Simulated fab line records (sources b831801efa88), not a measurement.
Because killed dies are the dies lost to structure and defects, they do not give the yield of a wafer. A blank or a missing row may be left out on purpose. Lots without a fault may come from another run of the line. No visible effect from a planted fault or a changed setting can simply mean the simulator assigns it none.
A struck lot beside a sound one | flow gf180mcu | 14 out of 602 route steps
Sound: the wafers L624.2, L624.5, L624.6. Wafers struck: L615.2, L615.5, L615.6. The cause is named last.
For every step that has rows: the tool of each side, followed by ch and its chambers, followed by its first start. Under that, the readings that differ: sound wafers | struck wafers | difference of the means | sigmas: that difference in standard deviations of wafers without a fault.
alike: same words and numbers on both sides, and readings whose means sit less than 2 such deviations apart. not compared: any withheld reading, any reading some wafer has no value for, any bound like >300 that may hide the same value, and any number with overlapping values for which the record gives no deviation.
A row with sigmas, a row that says differs or no value, or rows on one side alone: a step with any of these is where the two part. Numbers that don't overlap but have no deviation are shown without sigmas and don't part them. A reading that every wafer of one side lacks parts them only if that side has two wafers or more.

GF_PSD_STRIP_10: strips in O2/N2.
  sound on plasma_asher-01 ch 0,1, day 20 23:59; struck on plasma_asher-01 ch 0,1, day 18 03:10
  alike: drypump_motor_current_A, heater_power_w, oes_product_au, strip_time_to_endpoint_s
  not compared: rf_hours_counter_h
GF_PSD_TW_MEAS_11:
  sound on film_metro-03 at day 21 00:05; struck on film_metro-01 at day 18 03:16
  alike: PSD_TW
then, 1 step without rows for these wafers: GF_PSD_CLEAN_12 (cleans in SC1/SC2, time 150 s).
GF_PSD_RTA_13: time 20 s.
  sound on rtp_anneal-01 ch 0, day 21 00:12; struck on rtp_anneal-02 ch 0, day 18 03:23
  reading            | sound          | struck         | difference | sigmas
  lamp_power_pct (%) | 30.4 30.4 30.4 | 35.4 35.4 35.4 | +5.0       | +2
  alike: wafer_temp_C_max
GF_PSD_RS_MEAS_14: measurement is done with a four-point probe.
  sound on film_metro-01 at day 21 00:17; struck on film_metro-03 at day 18 03:28
  alike: NSD_RS
GF_PSD_RS_MEAS_15: measurement is done with a four-point probe.
  sound on film_metro-01 at day 21 00:25; struck on film_metro-03 at day 18 03:35
  alike: PSD_RS
GF_SAB_CVD_00: deposits SiO2 from TEOS, target thk 50 nm, time 4.9302 s.
  sound on pecvd-03 ch 0,1, day 21 00:31; struck on pecvd-03 ch 0,2, day 18 03:41
  alike: heater_power_w
GF_SAB_THK_MEAS_01:
  sound on film_metro-03 at day 21 00:32; struck on film_metro-02 at day 18 03:43
  alike: SAB_CVD_00_THK
then, 4 steps without rows for these wafers: GF_SAB_DEHYDRATE_02 (time 60 s); GF_SAB_HMDS_03 (prime time 60 s); GF_SAB_COAT_04 (resist thk 1000 nm); GF_SAB_SOFTBAKE_05 (time 60 s).
GF_SAB_EXPOSE_06: exposes mask SAB, target cd 420 nm.
  struck on iline_stepper-02, day 18 15:58; sound on iline_stepper-01 ch 0, day 21 12:26
  no value came back on the struck wafers for exposure_dose_mJ_cm2, focus_offset_nm (nm); on the sound wafers exposure_dose_mJ_cm2 reads 140.00 139.78 139.77
  alike: mask
then, 1 step without rows for these wafers: GF_SAB_PEB_07.

## WHERE THEY PART
Last at GF_SAB_EXPOSE_06 as far as this record goes, first at GF_PSD_RTA_13.

WHY: what had been put in by the simulator
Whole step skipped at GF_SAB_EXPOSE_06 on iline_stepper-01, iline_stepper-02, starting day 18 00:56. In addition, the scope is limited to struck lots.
